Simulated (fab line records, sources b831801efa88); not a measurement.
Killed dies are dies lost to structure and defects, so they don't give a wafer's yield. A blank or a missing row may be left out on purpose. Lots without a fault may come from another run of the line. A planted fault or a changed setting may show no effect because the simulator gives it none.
fab line records | flow gf180mcu
record lots=5 wafers=15 last_day=33
route steps=602 shown V5@540 TOP_METAL@567
lots that met no fault: from a run of the same line without faults
start_h: hours from the record's first day to the start of the lot's first wafer shown | wait_h: hours since the lot's step before | " the same as in the row above | L1.1+2: a row that stands for several wafers | - no value, or no start given | * or withheld: withheld | < > ~ a bound
route shown NAME@n: a module of which the file shows steps, and the number in the route of the first | usual: mean/standard deviation of fault-free wafers | same: alike in all rows | chamber/n: place in a boat | sites: the reading at each site | _std_site: their standard deviation | _edge_site: outer sites' mean less inner sites' | radius_mm: how far each site lies from the wafer's centre | mask NAME#n: copy n | behind: the tool/chamber that last shaped the wafer | hold: why the lot was held/for how many hours/how that ended | device: the transistor (n, p or np) that didn't switch | end of line: the same wafers' tests at the end of the route | a step without rows: its recipe alone | killed: dies lost to structure and defects at the first sort, not the wafer's yield | map: a wafer's dies, x killed, . not, _ none there
set.NAME: the setting as run; set.NAME@STEP: as run at that earlier step | model.NAME: the simulator's own value behind a step, which no gauge read
lots at some steps of the route; a table a step, a row a wafer
services: from which hour (start_h, from the record's first day; less than 0 if before it) a tool's chamber was out of use, for how many hours, and why
## steps
# step GF_V5_CVD_00
# recipe material=SiO2 target_thk_nm=300 sigma_open_frac=0.3 temp_c=400 time_s=50 sih4_flow_sccm=60 pressure_mtorr=6
# usual pressure_mtorr=5.999/0.012 sih4_flow_sccm=60.00/0.19
# columns lot.wafer tool chamber start_h wait_h pressure_mtorr sih4_flow_sccm
L077.1 hdpcvd-02 1 635.40 0.0 5.994 59.62
L077.2 " 2 " " 5.985 60.17
L077.4 " 1 " " 6.001 59.96
L080.1 hdpcvd-01 0 654.20 0.0 6.014 59.83
L080.5 " 1 " " 5.997 60.06
L080.6 " 2 " " 6.000 59.92
L087.3 hdpcvd-01 2 711.18 0.0 6.010 59.97
L087.4 " 1 " " 6.010 59.89
L087.5 " 0 " " 6.001 59.95
L088.3 hdpcvd-01 0 714.41 0.0 6.008 60.14
L088.4 " 2 " " 5.998 59.83
L088.6 " 0 " " 5.985 60.21
L091.2 hdpcvd-01 1 732.75 0.0 6.001 60.26
L091.3 " 0 " " 5.999 59.74
L091.5 " 2 " " 6.011 59.75
# step GF_V5_THK_MEAS_01
# recipe reads=SiO2_of_V5_CVD_00
# usual V5_CVD_00_THK=300.0/2.5
# columns lot.wafer tool chamber start_h wait_h V5_CVD_00_THK[nm]
L077.1 film_metro-03 - 635.45 0.0 298.6
L077.2 " - " " 298.5
L077.4 " - " " 298.4
L080.1 film_metro-02 - 654.24 0.0 300.6
L080.5 " - " " 296.6
L080.6 " - " " 296.6
L087.3 film_metro-01 - 711.25 0.0 299.6
L087.4 " - " " 294.0
L087.5 " - " " 299.6
L088.3 film_metro-01 - 714.48 0.0 299.8
L088.4 " - " " 301.1
L088.6 " - " " 299.7
L091.2 film_metro-03 - 732.81 0.0 298.3
L091.3 " - " " 298.9
L091.5 " - " " 301.4
# step GF_V5_CVD_02
# recipe material=SiO2 target_thk_nm=1450 precursor=TEOS temp_c=400 time_s=163.28 rf_w=600
# usual heater_power_w=617/76
# columns lot.wafer tool chamber start_h wait_h heater_power_w since_wet_clean_h
L077.1 pecvd-01 0 635.51 0.1 622 669
L077.2 " 2 " " 480 669
L077.4 " 1 " " 614 -
L080.1 pecvd-03 1 654.30 0.1 656 271
L080.5 " 0 " " 727 -
L080.6 " 2 " " 589 -
L087.3 pecvd-01 1 711.29 0.0 586 745
L087.4 " 2 " " 451 -
L087.5 " 1 " " 480 -
L088.3 pecvd-01 1 714.52 0.0 555 748
L088.4 " 1 " " 602 -
L088.6 " 0 " " 490 -
L091.2 pecvd-03 0 732.86 0.0 718 350
L091.3 " 1 " " 722 350
L091.5 " 2 " " 590 -
# step GF_V5_THK_MEAS_03
# recipe reads=SiO2_of_V5_CVD_02
# usual V5_CVD_02_THK=1448/17
# columns lot.wafer tool chamber start_h wait_h V5_CVD_02_THK[nm]
L077.1 film_metro-03 - 635.62 0.1 1427
L077.2 " - " " 1444
L077.4 " - " " 1458
L080.1 film_metro-03 - 654.41 0.1 1435
L080.5 " - " " 1452
L080.6 " - " " 1446
L087.3 film_metro-03 - 711.41 0.1 1429
L087.4 " - " " 1465
L087.5 " - " " 1487
L088.3 film_metro-02 - 714.64 0.1 1457
L088.4 " - " " 1470
L088.6 " - " " 1470
L091.2 film_metro-02 - 732.98 0.1 1451
L091.3 " - " " 1437
L091.5 " - " " 1470
# step GF_V5_CMP_04
# recipe material=SiO2 down_force_psi=4 platen_rpm=60 pad_velocity_m_s=0.94248
# usual motor_current_A=11.7/1.6
# columns lot.wafer tool chamber start_h wait_h motor_current_A
L077.1 cmp-01 3 635.73 0.1 11.7
L077.4 " 0 " " 14.1
L077.2 " 1 " " 10.5
L080.1 cmp-01 0 654.59 0.2 13.8
L080.6 " 3 " " 11.3
L080.5 " 0 " " 14.2
L087.4 cmp-01 1 711.50 0.1 10.2
L087.3 " 2 " " 9.5
L087.5 " 1 " " 10.0
L088.3 cmp-01 3 714.68 0.0 11.2
L088.4 " 0 " " 14.3
L088.6 " 0 " " 13.8
L091.3 cmp-02 0 733.03 0.0 13.1
L091.2 " 2 " " 14.2
L091.5 " 0 " " 13.5
# step GF_V5_BOW_MEAS_05
# recipe mode=bow
# usual V5_BOW=136/9.9
# columns lot.wafer tool chamber start_h wait_h V5_BOW[um]
L077.1 film_metro-03 - 635.98 0.2 151
L077.2 " - " " 148
L077.4 " - " " 156
L080.1 film_metro-02 - 654.84 0.2 138
L080.5 " - " " 126
L080.6 " - " " 140
L087.3 film_metro-03 - 711.79 0.2 126
L087.4 " - " " 120
L087.5 " - " " 111
L088.3 film_metro-03 - 715.02 0.3 136
L088.4 " - " " 125
L088.6 " - " " 129
L091.2 film_metro-02 - 733.35 0.2 150
L091.3 " - " " 135
L091.5 " - " " 137
# step GF_V5_DEHYDRATE_06
# recipe temp_c=200 time_s=60
# columns lot.wafer tool chamber start_h wait_h
L077.1+2+4 litho_track-01 0 645.63 9.6
L080.1+5+6 litho_track-04 0 664.54 9.7
L087.3+4+5 litho_track-01 0 719.58 7.8
L088.3+4+6 litho_track-03 0 723.16 8.1
L091.2+3+5 litho_track-01 0 740.70 7.3
# step GF_V5_HMDS_07
# recipe prime_time_s=60 prime_temp_c=120
# columns lot.wafer tool chamber start_h wait_h
L077.1+2+4 litho_track-01 0 645.78 0.1
L080.1+5+6 litho_track-04 0 664.69 0.1
L087.3+4+5 litho_track-01 0 719.73 0.1
L088.3+4+6 litho_track-03 0 723.31 0.1
L091.2+3+5 litho_track-01 0 740.85 0.1
# step GF_V5_COAT_08
# recipe resist=BARC temp_c=withheld time_s=withheld spin_rpm=withheld resist_thk_nm=withheld
# columns lot.wafer tool chamber start_h wait_h
L077.1+2+4 litho_track-01 0 645.93 0.1
L080.1+5+6 litho_track-04 0 664.84 0.1
L087.3+4+5 litho_track-01 0 719.88 0.1
L088.3+4+6 litho_track-03 0 723.46 0.1
L091.2+3+5 litho_track-01 0 741.00 0.1
# step GF_V5_COAT_09
# recipe resist=KrF spin_rpm=withheld resist_thk_nm=1000
# columns lot.wafer tool chamber start_h wait_h
L077.1+2+4 litho_track-01 0 - -
L080.1+5+6 litho_track-04 0 - -
L087.3+4+5 litho_track-01 0 - -
L088.3+4+6 litho_track-03 0 - -
L091.2+3+5 litho_track-01 0 - -
# step GF_V5_SOFTBAKE_10
# recipe temp_c=130 time_s=60 resist=KrF
# columns lot.wafer tool chamber start_h wait_h
L077.1+2+4 litho_track-01 0 - -
L080.1+5+6 litho_track-04 0 - -
L087.3+4+5 litho_track-01 0 - -
L088.3+4+6 litho_track-03 0 - -
L091.2+3+5 litho_track-01 0 - -
# step GF_V5_EXPOSE_11
# recipe mask_id=Via5 target_cd_nm=260 na=0.68 source_shape=conventional sigma_outer=0.6 dose_mj=38
# usual stage_vel_mm_s=499.92/0.24
# columns lot.wafer tool chamber start_h wait_h mask stage_vel_mm_s
L077.1 krf_scanner-02 0 - - Via5#0 499.86
L077.2 " 0 " " Via5#0 499.44
L077.4 " 0 " " Via5#0 499.79
L080.1 krf_scanner-02 0 - - Via5#0 499.84
L080.5 " 0 " " Via5#0 500.05
L080.6 " 0 " " Via5#0 499.75
L087.3 krf_scanner-02 0 - - Via5#0 499.77
L087.4 " 0 " " Via5#0 500.00
L087.5 " 0 " " Via5#0 499.77
L088.3 krf_scanner-01 0 - - Via5#0 500.15
L088.4 " 0 " " Via5#0 499.68
L088.6 " 0 " " Via5#0 500.09
L091.2 krf_scanner-01 0 - - Via5#0 499.27
L091.3 " 0 " " Via5#0 500.23
L091.5 " 0 " " Via5#0 499.70
# step GF_V5_PEB_12
# recipe peb_temp_c=135 peb_time_s=90 resist=KrF
# columns lot.wafer tool chamber start_h wait_h
L077.1+2+4 litho_track-01 0 - -
L080.1+5+6 litho_track-03 0 - -
L087.3+4+5 litho_track-03 0 - -
L088.3+4+6 litho_track-04 0 - -
L091.2+3+5 litho_track-01 0 - -
# step GF_V5_DEVELOP_13
# recipe develop_time_s=60 resist=KrF dev_temp_c=21
# columns lot.wafer tool chamber start_h wait_h
L077.1+2+4 litho_track-01 0 655.43 0.2
L080.1+5+6 litho_track-03 0 674.31 0.2
L087.3+4+5 litho_track-03 0 729.41 0.1
L088.3+4+6 litho_track-04 0 732.79 0.1
L091.2+3+5 litho_track-01 0 750.20 0.2
# step GF_V5_CD_MEAS_14
# recipe target_cd_nm=260
# usual cd_nm=260.2/1.4
# columns lot.wafer tool chamber start_h wait_h cd_nm
L077.1 cd_sem-02 - 655.58 0.1 261.6
L077.2 " - " " 261.1
L077.4 " - " " 261.8
L080.1 cd_sem-02 - 674.46 0.1 261.5
L080.5 " - " " 262.3
L080.6 " - " " 262.6
L087.3 cd_sem-02 - 729.55 0.1 260.4
L087.4 " - " " 259.7
L087.5 " - " " 260.4
L088.3 cd_sem-01 - 732.93 0.1 261.6
L088.4 " - " " 260.1
L088.6 " - " " 261.2
L091.2 cd_sem-02 - 750.35 0.1 259.9
L091.3 " - " " 260.3
L091.5 " - " " 258.8
# step GF_V5_OVL_MEAS_15
# usual V5_OVL=-2/5.3
# columns lot.wafer tool chamber start_h wait_h V5_OVL[nm]
L077.1 overlay-01 - 655.70 0.1 -2
L077.2 " - " " 3
L077.4 " - " " -1
L080.1 overlay-01 - 674.58 0.1 -3
L080.5 " - " " 0
L080.6 " - " " 12
L087.3 overlay-01 - 729.64 0.1 -8
L087.4 " - " " -5
L087.5 " - " " -10
L088.3 overlay-01 - 733.02 0.1 -11
L088.4 " - " " -11
L088.6 " - " " -6
L091.2 overlay-01 - 750.46 0.1 0
L091.3 " - " " 1
L091.5 " - " " 1
# step GF_V5_ETCH_16
# recipe chemistry=N2/H2 target_depth_a=withheld overetch_a=withheld time_s=withheld target=BARC ion_energy_ev=200 source_w=500 bias_w=100 pressure_mtorr=30 n2_flow_sccm=100 h2_flow_sccm=200
# usual drypump_motor_current_A=5.8/0.48 oes_product_au=0.854/0.0047 throttle_valve_pct=13.225/0.0091
# columns lot.wafer tool chamber start_h wait_h drypump_motor_current_A oes_product_au throttle_valve_pct
L077.1 rie_diel-04 0 655.74 0.0 6.1 0.857 13.236
L077.2 " 2 " " 5.6 0.859 13.230
L077.4 " 3 " " 6.3 0.858 13.232
L080.1 rie_diel-04 2 674.61 0.0 5.6 0.850 13.226
L080.5 " 0 " " 6.1 0.853 13.228
L080.6 " 3 " " 6.4 0.855 13.239
L087.3 rie_diel-02 1 729.66 0.0 5.5 0.851 13.243
L087.4 " 3 " " 6.2 0.861 13.231
L087.5 " 1 " " 5.5 0.847 13.224
L088.3 rie_diel-01 2 733.04 0.0 6.5 0.853 13.221
L088.4 " 0 " " 5.4 0.855 13.226
L088.6 " 3 " " 5.2 0.856 13.226
L091.2 rie_diel-04 1 750.49 0.0 5.0 0.854 13.234
L091.3 " 3 " " 6.4 0.853 13.222
L091.5 " 1 " " 5.0 0.853 13.228
# step GF_V5_ETCH_17
# recipe chemistry=C4F8/O2/Ar mask_material=KrF target=SiO2 stop_on=TiN source_w=1500 bias_w=1200 pressure_mtorr=40 c4f8_flow_sccm=withheld O2_flow_sccm=6 Ar_flow_sccm=300 time_s=withheld target_depth_a=8550
# usual oes_product_au=0.859/0.0041
# columns lot.wafer tool chamber start_h wait_h oes_product_au
L077.1 rie_diel-04 0 - - 0.861
L077.2 " 2 " " 0.861
L077.4 " 3 " " 0.864
L080.1 rie_diel-04 2 - - 0.852
L080.5 " 0 " " 0.859
L080.6 " 3 " " 0.861
L087.3 rie_diel-02 1 - - 0.862
L087.4 " 3 " " 0.854
L087.5 " 1 " " 0.861
L088.3 rie_diel-01 2 - - 0.859
L088.4 " 0 " " 0.860
L088.6 " 3 " " 0.862
L091.2 rie_diel-04 1 - - 0.861
L091.3 " 3 " " 0.859
L091.5 " 1 " " 0.859
# step GF_V5_STRIP_18
# recipe chemistry=O2/N2 power_w=1400 pressure_mtorr=1500 platen_temp_c=250 o2_flow_sccm=3000 n2_flow_sccm=300 overash_fraction=0.5
# usual drypump_motor_current_A=5.9/0.37 heater_power_w=365/27 oes_product_au=0.568/0.0045 platen_temp_c=249.98/0.17
# columns lot.wafer tool chamber start_h wait_h drypump_motor_current_A heater_power_w oes_product_au platen_temp_c rf_hours_counter_h
L077.1 plasma_asher-02 0 655.89 - 6.4 343 0.564 250.04 104
L077.2 " 1 " " 6.2 339 0.566 249.80 104
L077.4 " 0 " " 6.4 336 0.574 250.10 -
L080.1 plasma_asher-03 1 674.77 - 5.9 394 0.569 250.08 80
L080.5 " 0 " " 5.4 392 0.570 250.03 -
L080.6 " 1 " " 5.9 388 0.564 249.93 -
L087.3 plasma_asher-02 1 729.85 - 6.2 336 0.556 249.89 -
L087.4 " 0 " " 6.4 333 0.570 249.86 -
L087.5 " 0 " " 6.3 333 0.563 249.75 -
L088.3 plasma_asher-03 1 733.23 - 5.8 388 0.567 250.01 -
L088.4 " 0 " " 5.5 379 0.567 250.01 -
L088.6 " 0 " " 5.4 382 0.569 250.23 -
L091.2 plasma_asher-02 1 750.64 - 6.2 331 0.568 250.12 1
L091.3 " 1 " " 6.2 326 0.563 249.62 -
L091.5 " 0 " " 6.4 316 0.566 249.98 -
# step GF_V5_STRIP_19
# recipe chemistry=post_etch_residue_remover time_s=1200 temp_c=72.5
# columns lot.wafer tool chamber start_h wait_h
L077.1+2+4 wet_bench-01 1 655.99 0.1
L080.1+5+6 wet_bench-02 3 674.87 0.1
L087.3+4+5 wet_bench-01 3 729.91 0.0
L088.3+4+6 wet_bench-04 0 733.30 0.0
L091.2+3+5 wet_bench-01 0 750.74 0.1
# step GF_V5_CLEAN_20
# recipe chemistry=DIW dry=n2_spin
# columns lot.wafer tool chamber start_h wait_h
L077.1+2+4 wet_bench-02 1 656.67 0.0
L080.1+5+6 wet_bench-01 2 675.21 0.0
L087.3+4+5 wet_bench-04 0 730.26 0.0
L088.3+4+6 wet_bench-01 2 733.64 0.0
L091.2+3+5 wet_bench-01 3 751.08 0.0
# step GF_V5_SPUTTER_21
# recipe material=Ti target_thk_nm=15 chamber_pressure_pa=5 power_w=2500 substrate_temp_c=200 time_s=80.02
# usual chamber_pressure_pa=5.001/0.01 throttle_valve_pct=29.9/1.3
# columns lot.wafer tool chamber start_h wait_h chamber_pressure_pa throttle_valve_pct
L077.1 pvd_sputter-03 - 656.77 0.0 4.997 30.6
L077.2 " - " " 4.988 29.1
L077.4 " - " " 5.004 28.2
L080.1 pvd_sputter-02 - 675.31 0.0 5.004 31.3
L080.5 " - " " 4.997 29.1
L080.6 " - " " 4.992 31.0
L087.3 pvd_sputter-02 - 730.35 0.0 5.009 30.1
L087.4 " - " " 4.996 29.2
L087.5 " - " " 4.998 31.1
L088.3 pvd_sputter-03 - 733.73 0.0 4.988 31.7
L088.4 " - " " 5.007 29.0
L088.6 " - " " 4.992 31.6
L091.2 pvd_sputter-02 - 751.17 0.0 4.988 30.2
L091.3 " - " " 5.001 31.2
L091.5 " - " " 5.007 31.3
# step GF_V5_SPUTTER_22
# recipe material=TiN target_thk_nm=10 chamber_pressure_pa=5 power_w=4000 time_s=40
# usual chamber_pressure_pa=5.001/0.01 throttle_valve_pct=29.9/1.3
# columns lot.wafer tool chamber start_h wait_h chamber_pressure_pa throttle_valve_pct
L077.1 pvd_sputter-03 - 656.83 0.0 5.010 30.9
L077.2 " - " " 5.010 28.9
L077.4 " - " " 4.999 28.3
L080.1 pvd_sputter-02 - 675.37 0.0 5.014 31.4
L080.5 " - " " 5.003 29.5
L080.6 " - " " 5.033 30.9
L087.3 pvd_sputter-02 - 730.41 0.0 5.000 30.4
L087.4 " - " " 5.004 29.2
L087.5 " - " " 5.005 31.2
L088.3 pvd_sputter-03 - 733.79 0.0 5.000 31.6
L088.4 " - " " 5.002 28.8
L088.6 " - " " 4.988 31.7
L091.2 pvd_sputter-02 - 751.23 0.0 5.004 30.0
L091.3 " - " " 4.984 30.8
L091.5 " - " " 5.009 31.1
# step GF_V5_CVD_23
# recipe material=W target_thk_nm=350 time_s=104.9 temp_c=400 pressure_torr=40
# usual heater_power_w=900/130
# columns lot.wafer tool chamber start_h wait_h heater_power_w since_wet_clean_h
L077.1 cvd_w-02 0 656.87 0.0 1088 253
L077.2 " 1 " " 724 253
L077.4 " 1 " " 714 -
L080.1 cvd_w-01 1 675.41 0.0 975 771
L080.5 " 0 " " 826 -
L080.6 " 1 " " 971 -
L087.3 cvd_w-01 0 730.49 0.1 844 -
L087.4 " 1 " " 981 -
L087.5 " 1 " " 991 -
L088.3 cvd_w-01 0 733.87 0.1 834 -
L088.4 " 1 " " 958 -
L088.6 " 0 " " 833 -
L091.2 cvd_w-01 0 751.27 0.0 830 847
L091.3 " 1 " " 991 -
L091.5 " 1 " " 961 -
# step GF_V5_RS_MEAS_24
# recipe thk_meas_gauge=four-point-probe reads=W_of_V5_CVD_23+TiN_of_V5_SPUTTER_22+Ti_of_V5_SPUTTER_21
# usual V5_W_RS=0.323/0.0056
# columns lot.wafer tool chamber start_h wait_h V5_W_RS[ohm/sq]
L077.1 film_metro-03 - 656.99 0.1 0.323
L077.2 " - " " 0.330
L077.4 " - " " 0.331
L080.1 film_metro-01 - 675.52 0.1 0.329
L080.5 " - " " 0.321
L080.6 " - " " 0.326
L087.3 film_metro-03 - 730.60 0.1 0.318
L087.4 " - " " 0.332
L087.5 " - " " 0.330
L088.3 film_metro-02 - 733.98 0.1 0.314
L088.4 " - " " 0.320
L088.6 " - " " 0.314
L091.2 film_metro-03 - 751.40 0.1 0.315
L091.3 " - " " 0.326
L091.5 " - " " 0.330
# step GF_V5_THK_MEAS_25
# recipe thk_meas_gauge=xrf reads=W_of_V5_CVD_23
# usual V5_W_THK=343/6.3
# columns lot.wafer tool chamber start_h wait_h V5_W_THK[nm]
L077.1 film_metro-03 - 657.11 0.1 343
L077.2 " - " " 335
L077.4 " - " " 335
L080.1 film_metro-01 - 675.64 0.1 335
L080.5 " - " " 343
L080.6 " - " " 337
L087.3 film_metro-03 - 730.70 0.1 348
L087.4 " - " " 332
L087.5 " - " " 335
L088.3 film_metro-02 - 734.08 0.1 352
L088.4 " - " " 346
L088.6 " - " " 354
L091.2 film_metro-03 - 751.51 0.1 355
L091.3 " - " " 344
L091.5 " - " " 340
# step GF_V5_CMP_26
# recipe stop_on=SiO2 down_force_psi=3.5 platen_rpm=60 t_overpolish_s=15 target_thk_nm=0 pad_velocity_m_s=0.94248
# usual motor_current_A=10.8/1.5 overpolish_run_s=14.999/0.0091 time_to_endpoint_s=86.9/3
# columns lot.wafer tool chamber start_h wait_h motor_current_A overpolish_run_s time_to_endpoint_s
L077.1 cmp-01 0 657.44 0.3 12.9 15.006 87.9
L077.4 " 1 " " 9.0 14.994 88.7
L077.2 " 2 " " 9.8 14.994 91.8
L080.1 cmp-01 3 675.92 0.3 11.5 15.004 85.8
L080.6 " 0 " " 12.9 14.992 83.0
L080.5 " 1 " " 9.4 14.995 89.9
L087.4 cmp-01 1 730.74 0.0 8.9 14.980 86.6
L087.3 " 0 " " 12.7 15.016 84.8
L087.5 " 1 " " 9.0 14.999 88.6
L088.3 cmp-01 3 734.22 0.1 10.8 15.020 89.0
L088.4 " 0 " " 13.5 14.985 86.8
L088.6 " 2 " " 9.0 14.991 90.1
L091.3 cmp-01 2 752.02 0.5 9.2 15.018 84.6
L091.2 " 3 " " 10.5 14.999 89.0
L091.5 " 2 " " 10.1 14.993 83.4
# step GF_TOP_METAL_SPUTTER_00
# recipe material=Ti target_thk_nm=37.5 arriving_ion_energy_ev=80 substrate_temp_c=200 chamber_pressure_pa=2 power_w=4000 time_s=150
# usual chamber_pressure_pa=1.999/0.0041 throttle_valve_pct=30.2/0.98
# columns lot.wafer tool chamber start_h wait_h chamber_pressure_pa throttle_valve_pct
L077.1 pvd_sputter-02 - 657.74 0.2 1.997 29.1
L077.2 " - " " 2.000 31.1
L077.4 " - " " 1.997 30.6
L080.1 pvd_sputter-04 - 676.08 0.1 2.003 29.8
L080.5 " - " " 1.999 30.5
L080.6 " - " " 1.996 29.7
L087.3 pvd_sputter-03 - 731.04 0.1 2.000 31.7
L087.4 " - " " 2.005 30.7
L087.5 " - " " 2.007 28.5
L088.3 pvd_sputter-03 - 734.42 0.1 1.996 28.8
L088.4 " - " " 1.998 31.5
L088.6 " - " " 1.998 28.9
L091.2 pvd_sputter-02 - 752.27 0.1 1.996 31.1
L091.3 " - " " 1.994 30.2
L091.5 " - " " 1.999 30.3
# step GF_TOP_METAL_SPUTTER_01
# recipe material=TiN target_thk_nm=30 power_w=6500 time_s=25 chamber_pressure_pa=0.4
# usual chamber_pressure_pa=0.4001/0.00083 throttle_valve_pct=30.2/0.96
# columns lot.wafer tool chamber start_h wait_h chamber_pressure_pa throttle_valve_pct
L077.1 pvd_sputter-02 - 657.84 0.1 0.4005 28.9
L077.2 " - " " 0.3993 30.8
L077.4 " - " " 0.4000 29.9
L080.1 pvd_sputter-04 - 676.18 0.1 0.4019 29.7
L080.5 " - " " 0.4003 30.3
L080.6 " - " " 0.4013 29.7
L087.3 pvd_sputter-03 - 731.14 0.1 0.4007 31.7
L087.4 " - " " 0.4001 30.9
L087.5 " - " " 0.3989 28.4
L088.3 pvd_sputter-03 - 734.52 0.1 0.3992 28.9
L088.4 " - " " 0.3995 31.7
L088.6 " - " " 0.4004 29.0
L091.2 pvd_sputter-02 - 752.37 0.1 0.4003 31.0
L091.3 " - " " 0.3996 30.1
L091.5 " - " " 0.4015 30.2
# step GF_TOP_METAL_SPUTTER_02
# recipe material=AlCu target_thk_nm=900 power_w=10600 chamber_pressure_pa=0.3 substrate_temp_c=250 gas=Ar time_s=47.82
# usual chamber_pressure_pa=0.2999/0.00054 throttle_valve_pct=30.2/0.97
# columns lot.wafer tool chamber start_h wait_h chamber_pressure_pa throttle_valve_pct
L077.1 pvd_sputter-02 - 657.87 0.0 0.3006 29.2
L077.2 " - " " 0.3000 30.9
L077.4 " - " " 0.2999 30.3
L080.1 pvd_sputter-04 - 676.21 0.0 0.2995 29.7
L080.5 " - " " 0.3014 30.2
L080.6 " - " " 0.2992 30.0
L087.3 pvd_sputter-03 - 731.17 0.0 0.2992 31.7
L087.4 " - " " 0.3004 30.6
L087.5 " - " " 0.2991 28.3
L088.3 pvd_sputter-03 - 734.55 0.0 0.3000 28.9
L088.4 " - " " 0.3001 31.7
L088.6 " - " " 0.3001 28.7
L091.2 pvd_sputter-02 - 752.40 0.0 0.3002 31.2
L091.3 " - " " 0.3002 29.8
L091.5 " - " " 0.3000 30.3
# step GF_TOP_METAL_SPUTTER_03
# recipe material=Ti target_thk_nm=5 substrate_temp_c=300 chamber_pressure_pa=0.3 power_w=3000 time_s=3.3
# usual chamber_pressure_pa=0.3000/0.00055 throttle_valve_pct=30.2/0.97
# columns lot.wafer tool chamber start_h wait_h chamber_pressure_pa throttle_valve_pct
L077.1 pvd_sputter-02 - 657.92 0.0 0.3003 29.3
L077.2 " - " " 0.2999 31.1
L077.4 " - " " 0.3006 30.2
L080.1 pvd_sputter-04 - 676.25 0.0 0.2997 29.8
L080.5 " - " " 0.3003 30.5
L080.6 " - " " 0.3006 29.5
L087.3 pvd_sputter-03 - 731.21 0.0 0.2999 31.7
L087.4 " - " " 0.2993 30.8
L087.5 " - " " 0.3000 28.4
L088.3 pvd_sputter-03 - 734.59 0.0 0.3007 29.0
L088.4 " - " " 0.2992 31.7
L088.6 " - " " 0.3005 28.9
L091.2 pvd_sputter-02 - 752.44 0.0 0.3002 31.4
L091.3 " - " " 0.3003 30.0
L091.5 " - " " 0.2997 30.1
# step GF_TOP_METAL_SPUTTER_04
# recipe material=TiN target_thk_nm=25 power_w=6500 time_s=20.8 chamber_pressure_pa=0.4
# usual chamber_pressure_pa=0.4002/0.00072 throttle_valve_pct=30.2/0.98
# columns lot.wafer tool chamber start_h wait_h chamber_pressure_pa throttle_valve_pct
L077.1 pvd_sputter-02 - 657.93 0.0 0.4001 29.1
L077.2 " - " " 0.3997 31.1
L077.4 " - " " 0.3988 30.0
L080.1 pvd_sputter-04 - 676.27 0.0 0.3989 29.7
L080.5 " - " " 0.4014 30.3
L080.6 " - " " 0.4003 29.7
L087.3 pvd_sputter-03 - 731.23 0.0 0.3999 31.8
L087.4 " - " " 0.4011 30.5
L087.5 " - " " 0.4009 28.5
L088.3 pvd_sputter-03 - 734.61 0.0 0.4003 28.8
L088.4 " - " " 0.3993 32.1
L088.6 " - " " 0.4005 28.9
L091.2 pvd_sputter-02 - 752.46 0.0 0.4005 31.2
L091.3 " - " " 0.4002 30.1
L091.5 " - " " 0.4008 30.0
# step GF_TOP_METAL_RS_MEAS_05
# recipe thk_meas_gauge=four-point-probe reads=TiN_of_TOP_METAL_SPUTTER_04+Ti_of_TOP_METAL_SPUTTER_03+AlCu_of_TOP_METAL_SPUTTER_02+TiN_of_TOP_METAL_SPUTTER_01+Ti_of_TOP_METAL_SPUTTER_00
# usual TOP_METAL_ALCU_RS=0.03278/0.0002
# columns lot.wafer tool chamber start_h wait_h TOP_METAL_ALCU_RS[ohm/sq]
L077.1 film_metro-04 - 657.96 0.0 0.03279
L077.2 " - " " 0.03291
L077.4 " - " " 0.03271
L080.1 film_metro-04 - 676.30 0.0 0.03265
L080.5 " - " " 0.03249
L080.6 " - " " 0.03295
L087.3 film_metro-03 - 731.30 0.1 0.03258
L087.4 " - " " 0.03272
L087.5 " - " " 0.03288
L088.3 film_metro-02 - 734.68 0.1 0.03305
L088.4 " - " " 0.03279
L088.6 " - " " 0.03303
L091.2 film_metro-02 - 752.51 0.0 0.03265
L091.3 " - " " 0.03265
L091.5 " - " " 0.03258
# step GF_TOP_METAL_THK_MEAS_06
# recipe thk_meas_gauge=xrf reads=AlCu_of_TOP_METAL_SPUTTER_02
# usual TOP_METAL_ALCU_THK=880/7.1
# columns lot.wafer tool chamber start_h wait_h TOP_METAL_ALCU_THK[nm]
L077.1 film_metro-04 - 658.08 0.1 872
L077.2 " - " " 873
L077.4 " - " " 881
L080.1 film_metro-04 - 676.42 0.1 889
L080.5 " - " " 888
L080.6 " - " " 876
L087.3 film_metro-03 - 731.40 0.1 886
L087.4 " - " " 882
L087.5 " - " " 877
L088.3 film_metro-02 - 734.78 0.1 880
L088.4 " - " " 881
L088.6 " - " " 879
L091.2 film_metro-02 - 752.62 0.1 881
L091.3 " - " " 883
L091.5 " - " " 888
# step GF_TOP_METAL_DEHYDRATE_07
# recipe temp_c=200 time_s=60
# columns lot.wafer tool chamber start_h wait_h
L077.1+2+4 litho_track-02 0 667.42 9.3
L080.1+5+6 litho_track-04 0 685.64 9.2
L087.3+4+5 litho_track-01 0 738.88 7.5
L088.3+4+6 litho_track-02 0 742.77 8.0
L091.2+3+5 litho_track-02 0 759.79 7.2
# step GF_TOP_METAL_HMDS_08
# recipe prime_time_s=60 prime_temp_c=120
# columns lot.wafer tool chamber start_h wait_h
L077.1+2+4 litho_track-02 0 667.57 0.1
L080.1+5+6 litho_track-04 0 685.79 0.1
L087.3+4+5 litho_track-01 0 739.03 0.1
L088.3+4+6 litho_track-02 0 742.92 0.1
L091.2+3+5 litho_track-02 0 759.94 0.1
# step GF_TOP_METAL_COAT_09
# recipe resist=NOVOLAK spin_rpm=3000 resist_thk_nm=1500
# columns lot.wafer tool chamber start_h wait_h
L077.1+2+4 litho_track-02 0 667.72 0.1
L080.1+5+6 litho_track-04 0 685.94 0.1
L087.3+4+5 litho_track-01 0 739.18 0.1
L088.3+4+6 litho_track-02 0 743.07 0.1
L091.2+3+5 litho_track-02 0 760.09 0.1
# step GF_TOP_METAL_SOFTBAKE_10
# recipe temp_c=90 time_s=60 resist=NOVOLAK
# columns lot.wafer tool chamber start_h wait_h
L077.1+2+4 litho_track-02 0 667.87 0.1
L080.1+5+6 litho_track-04 0 686.09 0.1
L087.3+4+5 litho_track-01 0 739.33 0.1
L088.3+4+6 litho_track-02 0 743.22 0.1
L091.2+3+5 litho_track-02 0 760.24 0.1
## services
# columns tool chamber start_h hours kind
rie_diel-04 - 614.44 0.2 repair
rie_diel-04 3 628.64 3.2 repair
pecvd-01 2 641.71 3.5 repair
krf_scanner-02 - 658.28 0.8 pm
krf_scanner-01 - 663.41 0.8 pm
krf_scanner-01 - 664.40 1.4 repair
pecvd-01 1 671.08 5.8 repair
krf_scanner-02 - 671.50 0.8 pm
pvd_sputter-04 - 683.55 1.5 repair
rie_diel-02 - 690.86 0.9 repair
hdpcvd-01 - 697.36 1.4 repair
rie_diel-02 - 698.44 0.3 repair
krf_scanner-01 - 700.85 1.3 pm
krf_scanner-01 - 702.40 1.5 repair
rie_diel-04 - 702.83 2.8 pm
pvd_sputter-04 - 705.88 9.1 repair
krf_scanner-02 - 706.29 1.5 repair
plasma_asher-02 - 713.35 3.3 repair
cmp-01 - 725.82 4.2 pm
plasma_asher-02 - 733.75 9.0 pm
rie_diel-04 2 736.18 4.6 repair
krf_scanner-02 - 754.20 1.0 pm
pecvd-01 - 759.47 2.1 repair
hdpcvd-01 - 759.79 6.0 pm
## key
fault none
